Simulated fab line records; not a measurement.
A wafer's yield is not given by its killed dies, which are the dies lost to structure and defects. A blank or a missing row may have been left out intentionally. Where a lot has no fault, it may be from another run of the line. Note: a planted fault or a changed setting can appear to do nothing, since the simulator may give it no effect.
A struck lot beside a sound one | flow sfqLine | 14 steps out of a route of 325
Sound: the wafers L790.1, L790.3, L790.4. Struck: wafers L799.1, L799.4, L799.5. The cause is named last.
Each step with rows lists, per side, the tool, then ch with its chambers, then its first start. Under that, the readings that differ: sound wafers | struck wafers | difference of the means | sigmas: that difference in standard deviations of wafers without a fault.
alike: same words and numbers on both sides, and readings whose means sit less than 2 such deviations apart. not compared: any withheld reading, any reading some wafer has no value for, any bound like >300 that may hide the same value, and any number with overlapping values for which the record gives no deviation.
Wherever a step has rows on one side only, a row that says differs or no value, or a row with sigmas, the two part there. When numbers do not overlap yet have no deviation, they are printed without sigmas and do not part them. A reading that every wafer of one side lacks parts them only if that side has two wafers or more.

SFQ_INCOMING_BOW_MEAS_900:
  struck on filmMetro-01, day 3 22:00; sound on filmMetro-04, day 2 01:00
  alike: INCOMING_BOW
then, 1 step without rows for these wafers: SFQ_TRILAYER_INCOMING_OXIDATION_002 (target thk 500 nm, ox time 4939 s).
SFQ_TRILAYER_L0_DEP_SPUTTER_003: material MoNx KI, target thk 40 nm, time 102.5 s.
  struck on pvdSputter-05, day 4 00:44; sound on pvdSputter-05, day 2 03:29
  alike: cathodeDcPowerW, throttleValvePct
SFQ_L0_RS_MEAS_901: uses a four-point probe to measure.
  struck on filmMetro-04, day 4 00:48; sound on filmMetro-04, day 2 03:34
reading                | sound          | struck         | difference | sigmas
L0_MONX_KI_RS (ohm/sq) | 42.8 43.0 42.8 | 21.2 21.4 21.2 | -21.6      | -51
SFQ_L0_THK_MEAS_902: measures by xrf.
  struck on filmMetro-04, day 4 00:55; sound on filmMetro-04, day 2 03:41
reading             | sound          | struck         | difference | sigmas
L0_MONX_KI_THK (nm) | 40.8 40.9 40.8 | 82.5 82.6 82.4 | +41.7      | +91
then, 6 steps without rows for these wafers: SFQ_TRILAYER_L0_LITHO_COAT_010 (resist thk 62 nm); SFQ_TRILAYER_L0_LITHO_COAT_005 (resist thk 600 nm); SFQ_TRILAYER_L0_LITHO_SOFTBAKE_009; SFQ_TRILAYER_L0_LITHO_EXPOSE_006 (exposes mask L0, target cd 2000 nm); SFQ_TRILAYER_L0_LITHO_PEB_008 (peb time 60 s); SFQ_TRILAYER_L0_LITHO_DEVELOP_007 (time 60 s).
-- the record jumps here: 3 days lie between the struck wafers' starts before and after --
SFQ_TRILAYER_L0_BARC_OPEN_METAL_ETCH_010: etches BARC in O2, target depth 125 nm, time 41.7 s.
  sound on rieMetal-02 ch 0,1, day 4 08:34; struck on rieMetal-04 ch 0,1, day 7 05:59
  alike: drypumpMotorCurrentA, oesProductAu
  not compared: rfHoursCounterH
SFQ_TRILAYER_L0_ETCH_METAL_ETCH_008: etches MoNx KI in SF6/O2, stops on SiO2, target depth 50 nm, time 25 s.
  sound on rieMetal-02 ch 0,1, day 4 08:38; struck on rieMetal-04 ch 0,1, day 7 06:03
reading                      | sound             | struck            | difference | sigmas
oesProductAu (a.u.)          | 0.879 0.881 0.876 | 1.013 1.009 1.008 | +0.131     | +20
model.etch.depthNm (nm)      | 40.7 40.52 40.64  | 50.96 50.31 50.23 | +9.88      | 
model.L0.featureDepthNm (nm) | 40.7 40.52 40.64  | 50.96 50.31 50.23 | +9.88      | 
  alike: drypumpMotorCurrentA
  not compared: rfHoursCounterH
SFQ_TRILAYER_L0_STRIP_STRIP_009: strips in O2.
  sound on rieMetal-02 ch 0,1, day 4 08:41; struck on rieMetal-04 ch 0,1, day 7 06:05
  alike: drypumpMotorCurrentA, oesProductAu
  not compared: rfHoursCounterH

WHERE THEY PART
Last at SFQ_TRILAYER_L0_ETCH_METAL_ETCH_008 as far as this record goes, first at SFQ_L0_RS_MEAS_901. Later steps at which nothing parts them and some readings are alike: SFQ_TRILAYER_L0_STRIP_STRIP_009.

WHY: what had been put in by the simulator
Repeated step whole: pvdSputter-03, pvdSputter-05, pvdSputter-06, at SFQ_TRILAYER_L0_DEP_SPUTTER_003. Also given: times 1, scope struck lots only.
